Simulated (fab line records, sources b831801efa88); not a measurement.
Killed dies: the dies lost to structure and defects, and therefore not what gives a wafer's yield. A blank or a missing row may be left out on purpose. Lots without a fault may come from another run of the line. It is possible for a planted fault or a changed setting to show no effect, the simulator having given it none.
Which tool was responsible? | flow gf180mcu | Sampling: 24 lots, 72 wafers, 2 of 602 route steps

WHAT THE GAUGES SHOWED, per wafer
GF_PSD_RS_MEAS_15: the measuring method here is four-point-probe.
lot  | measured     | on            | PSD_RS (ohm/sq)
L074 | day 15 20:53 | film metro-02 | 108.2 108.0 108.0
L075 | day 16 08:58 | film metro-01 | 108.5 108.5 108.6
L076 | day 16 12:14 | film metro-02 | 108.6 108.9 108.8
L077 | day 17 02:08 | film metro-04 | 108.8 109.2 109.0
L078 | day 17 12:29 | film metro-01 | 109.1 108.8 109.1
L079 | day 17 21:02 | film metro-04 | 108.4 108.4 108.1
L080 | day 18 01:43 | film metro-02 | 108.2 108.3 108.0
L081 | day 18 08:25 | film metro-04 | 108.8 108.6 108.4
L082 | day 18 18:13 | film metro-01 | 108.7 108.6 108.6
L083 | day 19 00:05 | film metro-01 | 108.7 108.7 108.8
L084 | day 19 06:59 | film metro-01 | 108.6 108.8 108.9
L085 | day 19 14:47 | film metro-02 | 108.1 108.3 108.5
L086 | day 20 05:53 | film metro-04 | 108.5 108.3 108.5
L087 | day 20 11:18 | film metro-04 | 108.8 108.6 108.8
L088 | day 20 15:41 | film metro-01 | 109.3 109.0 109.1
L089 | day 20 23:07 | film metro-04 | 108.6 108.6 109.1
L090 | day 21 10:06 | film metro-04 | 108.2 108.5 108.2
L091 | day 21 20:40 | film metro-02 | 108.3 108.7 108.4
L092 | day 22 04:56 | film metro-04 | 108.2 108.6 108.4
L093 | day 22 07:00 | film metro-04 | 108.2 108.2 108.3
L094 | day 22 12:56 | film metro-02 | 108.8 108.5 108.5
L095 | day 22 21:09 | film metro-01 | 109.0 108.8 109.1
L096 | day 23 06:56 | film metro-04 | 108.7 108.7 108.7
L097 | day 23 07:13 | film metro-04 | 108.7 108.8 108.5

GF_CONTACT_OVL_MEAS_15.
lot  | measured     | on         | CONTACT_OVL (nm)
L074 | day 17 23:07 | overlay-02 | 1 0 -1
L075 | day 18 11:19 | overlay-01 | -1 -5 -8
L076 | day 18 15:37 | overlay-02 | 1 -4 -5
L077 | day 19 05:17 | overlay-02 | -7 -5 2
L078 | day 19 17:08 | overlay-01 | 1 3 7
L079 | day 20 05:47 | overlay-01 | -3 -11 -3
L080 | day 20 07:13 | overlay-01 | -1 1 2
L081 | day 20 14:32 | overlay-02 | -12 -9 -8
L082 | day 20 23:07 | overlay-02 | -7 -3 -2
L083 | day 21 05:29 | overlay-01 | 2 -3 -1
L084 | day 21 12:01 | overlay-02 | -14 -5 -14
L085 | day 21 18:08 | overlay-02 | -6 -2 -4
L086 | day 22 10:08 | overlay-01 | 0 9 0
L087 | day 22 14:53 | overlay-01 | 12 12 6
L088 | day 22 22:37 | overlay-01 | 6 15 11
L089 | day 23 02:26 | overlay-01 | 6 10 1
L090 | day 23 13:32 | overlay-02 | -1 -1 -5
L091 | day 23 23:26 | overlay-02 | -13 -1 -1
L092 | day 24 07:29 | overlay-02 | -4 -7 0
L093 | day 24 08:47 | overlay-01 | -1 1 -4
L094 | day 24 15:58 | overlay-01 | -13 -9 -1
L095 | day 24 23:17 | overlay-02 | 3 -9 0
L096 | day 25 07:56 | overlay-02 | -1 -2 1
L097 | day 25 07:57 | overlay-01 | -4 -3 -6

EACH LOT AND THE TOOL THAT RAN IT (in order: tool; ch and the chambers of the sampled wafers; start)
The record shows no process step preceding these readings.

AS READ BY THE TOOLS THEMSELVES (means over the sampled wafers that have a number; for cases with no such wafer, the mark the record gives instead)
The record holds no such reading with a usual standard deviation.

THE ANSWER, worked out from the rows above alone
Rule: what is usual is taken from the lots themselves. The widest of any qualifying gaps counts: lots, ordered by their means at a reading, are off when they make up no more than a third of the lots, leave a main group of 4 or more, and stand apart from it by 3 or more times the standard deviation of that group's means. If all means in a main group match to the digits the tables above print for the reading, that group is not used. Also off: a lot with no number at a reading for which 4 or more lots have one. All remaining lots with rows at the step are treated as sound. The gauges are gone through in route order, then the tools' own readings, and for those a lot's mean is taken as printed above. The first step at which some lot is off is used, and at that step the reading that is off furthest; a lot without a number counts as furthest.
No lot is off on any of the readings shown, so nothing can be concluded from this.

WHAT THE SIMULATOR HAD INSERTED
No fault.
